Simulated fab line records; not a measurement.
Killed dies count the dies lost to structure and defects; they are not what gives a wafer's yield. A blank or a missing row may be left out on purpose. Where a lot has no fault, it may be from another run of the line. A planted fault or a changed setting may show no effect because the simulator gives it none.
Which tool did it? | flow sky130 | 13 lots, 38 wafers sampled, at 5 steps of a route of 708

WHAT THE GAUGES SHOWED, per wafer
SKY_DNWELL_TW_MEAS_09. Usual: DNWELL_TW 1116, standard deviation 14.
lot  | measured    | on            | DNWELL_TW      | flag
L478 | day 3 07:40 | film metro-03 | 1128 1127 1130 |
L479 | day 3 08:50 | film metro-03 | 1122 1123 1118 |
L480 | day 3 17:02 | film metro-01 | 1099 1099 1101 |
L481 | day 3 22:46 | film metro-04 | 1108 1106 1103 |
L482 | day 4 02:50 | film metro-04 | 1115 1107 1111 |
L483 | day 4 05:01 | film metro-04 | 1116 1115 1119 |
L484 | day 4 13:00 | film metro-01 | 1108 1105 1105 |
L487 | day 5 03:32 | film metro-03 | 1135 1135 1141 |
L488 | day 5 09:58 | film metro-03 | 1141 1135 1140 |
L492 | day 6 06:35 | film metro-03 | 1124 1132 1130 |
L495 | day 7 03:27 | film metro-01 | 1099 1098      |
L497 | day 7 11:40 | film metro-03 | 1125 1127 1122 |
L499 | day 7 20:08 | film metro-03 | 1138 1131 1132 |

SKY_VT_ADJUST_LVTN_OVL_MEAS_07. Usual: VT_ADJUST_LVTN_OVL 0.5 nm, standard deviation 1.8.
lot  | measured     | on         | VT_ADJUST_LVTN_OVL (nm) | flag
L478 | day 7 00:35  | overlay-02 | -0.7 -0.1 0.9           |
L479 | day 7 02:47  | overlay-01 | 0.1 -0.8 1.4            |
L480 | day 7 12:08  | overlay-02 | 1.3 2.2 0.9             |
L481 | day 7 19:20  | overlay-02 | 1.7 0.2 0.6             |
L482 | day 8 00:40  | overlay-02 | -0.3 -2.5 -1.0          |
L483 | day 8 02:49  | overlay-01 | -1.2 -1.4 1.3           |
L484 | day 8 10:48  | overlay-01 | -0.3 -1.3 -1.2          |
L487 | day 9 06:17  | overlay-01 | 3.7 2.2 2.8             |
L488 | day 9 14:41  | overlay-02 | 0.9 0.4 -0.4            |
L492 | day 10 13:19 | overlay-02 | 0.4 -0.8 -0.2           |
L495 | day 11 14:50 | overlay-01 | -0.4 -1.8               |
L497 | day 12 02:56 | overlay-02 | 3.6 3.7 4.4             |
L499 | day 12 10:20 | overlay-02 | -0.1 0.1 1.3            |

SKY_LDD_P_CD_MEAS_07: target cd 380 nm. Usual: cd nm 380.0 nm, standard deviation 2.5.
lot  | measured     | on        | cd nm (nm)        | flag
L478 | day 19 00:56 | cd sem-02 | 379.5 383.0 382.0 |
L479 | day 19 09:18 | cd sem-02 | 381.9 378.8 379.5 |
L480 | day 20 01:44 | cd sem-01 | 380.9 377.8 381.6 |
L481 | day 20 19:11 | cd sem-01 | 378.2 380.0 381.7 |
L482 | day 20 17:59 | cd sem-02 | 379.9 378.9 380.8 |
L483 | day 20 17:41 | cd sem-01 | 378.5 380.6 379.1 |
L484 | day 21 02:05 | cd sem-01 | 378.1 376.5 376.9 |
L487 | day 22 05:47 | cd sem-02 | 377.4 377.6 377.6 |
L488 | day 22 18:44 | cd sem-02 | 382.3 382.2 382.6 |
L492 | day 24 03:18 | cd sem-01 | 376.8 378.6 379.8 |
L495 | day 25 13:28 | cd sem-01 | 357.5 383.5       | OFF
L497 | day 26 01:37 | cd sem-02 | 356.8 379.5 359.3 | OFF
L499 | day 26 04:54 | cd sem-01 | 380.2 380.7 382.4 |

EACH LOT AND THE TOOL THAT RAN IT (in order: tool; ch and the chambers of the sampled wafers; start)
lot  | SKY_SONOS_ONO_ETCH_15              | SKY_LDD_P_EXPOSE_04
L478 | rie diel-02 ch 1,2, day 12 17:33   | iline stepper-02 ch 0, day 18 09:20
L479 | rie diel-04 ch 0,2,3, day 12 18:57 | iline stepper-02 ch 0, day 18 17:13
L480 | rie diel-02 ch 2,3, day 13 09:29   | iline stepper-02 ch 0, day 19 10:52
L481 | rie diel-01 ch 0,1, day 14 04:26   | iline stepper-02 ch 0, day 20 03:50
L482 | rie diel-02 ch 1,2,3, day 14 04:32 | iline stepper-02 ch 0, day 20 02:38
L483 | rie diel-04 ch 0,1,3, day 14 04:50 | iline stepper-01 ch 0, day 20 02:24
L484 | rie diel-01 ch 0,1,2, day 14 12:02 | iline stepper-01 ch 0, day 20 11:13
L487 | rie diel-04 ch 1,2,3, day 15 11:36 | iline stepper-02 ch 0, day 21 15:14
L488 | rie diel-02 ch 0,1,2, day 15 23:47 | iline stepper-02 ch 0, day 22 03:41
L492 | rie diel-02 ch 0,1, day 17 06:44   | iline stepper-01 ch 0, day 23 12:24
L495 | rie diel-04 ch 0,3, day 18 14:59   | iline stepper-02 ch 0, day 24 22:33
L497 | rie diel-01 ch 2,3, day 19 08:11   | iline stepper-02 ch 0, day 25 11:31
L499 | rie diel-04 ch 1,2,3, day 19 11:50 | iline stepper-01 ch 0, day 25 14:59
- SKY_SONOS_ONO_ETCH_15: etches the open film in CHF3/O2, target depth 19.52 nm, time 7.8 s.
- SKY_LDD_P_EXPOSE_04: exposes mask PSDM, target cd 380 nm.

WHAT THE TOOLS THEMSELVES READ (means of the sampled wafers that have a number; where no wafer has one, the mark that the record gives instead)
SKY_SONOS_ONO_ETCH_15. Usual: drypump motor current A 5.8 A, standard deviation 0.53; oes product au 1.004 a.u., standard deviation 0.0089; throttle valve pct 8.827 %, standard deviation 0.0096.
lot  | tool        | drypump motor current A (A) | oes product au (a.u.) | throttle valve pct (%) | flag
L478 | rie diel-02 | 5.1                         | 1.001                 | 8.829                  |
L479 | rie diel-04 | 5.6                         | 1.004                 | 8.829                  |
L480 | rie diel-02 | 5.5                         | 0.996                 | 8.819                  |
L481 | rie diel-01 | 6.1                         | 1.002                 | 8.823                  |
L482 | rie diel-02 | 5.4                         | 1.004                 | 8.830                  |
L483 | rie diel-04 | 5.6                         | 1.015                 | 8.832                  |
L484 | rie diel-01 | 5.9                         | 0.996                 | 8.821                  |
L487 | rie diel-04 | 5.8                         | 1.005                 | 8.832                  |
L488 | rie diel-02 | 5.5                         | 0.998                 | 8.812                  |
L492 | rie diel-02 | 5.9                         | 0.998                 | 8.825                  |
L495 | rie diel-04 | 5.2                         | 1.009                 | 8.834                  |
L497 | rie diel-01 | 5.9                         | 1.000                 | 8.815                  |
L499 | rie diel-04 | 5.8                         | 1.010                 | 8.828                  |

THE ANSWER, worked out from the rows above alone
Rule: take the mean of a lot's wafers that have a number; if it is more than 3 standard deviations from the usual mean, the lot is off. A lot without any number at a reading at which 4 lots or more have one is off too. Any other lot the step has rows for is counted as sound. The gauges are gone through in route order, then the tools' own readings, and for those a lot's mean is taken as printed above. At the first step where some lot is off, the reading lying furthest off is the one used; lots without a number count as furthest.
Off at SKY_LDD_P_CD_MEAS_07 (cd nm): L495, L497.
If a tool, at a process step before that reading, ran all the lots that are off and no sound lot after the first of them, it fits. Those tools and the gauges at SKY_LDD_P_CD_MEAS_07 are tried in the same way. One candidate fits, namely iline stepper-02 at SKY_LDD_P_EXPOSE_04. Its last sound lot is L488 (day 22 03:41), its first lot that is off L495 (day 24 22:33): a fault that began between those two fits.

WHAT THE SIMULATOR HAD PUT IN
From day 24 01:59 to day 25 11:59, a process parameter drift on iline stepper-02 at SKY_LDD_P_EXPOSE_04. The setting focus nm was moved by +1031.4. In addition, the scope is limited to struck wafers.
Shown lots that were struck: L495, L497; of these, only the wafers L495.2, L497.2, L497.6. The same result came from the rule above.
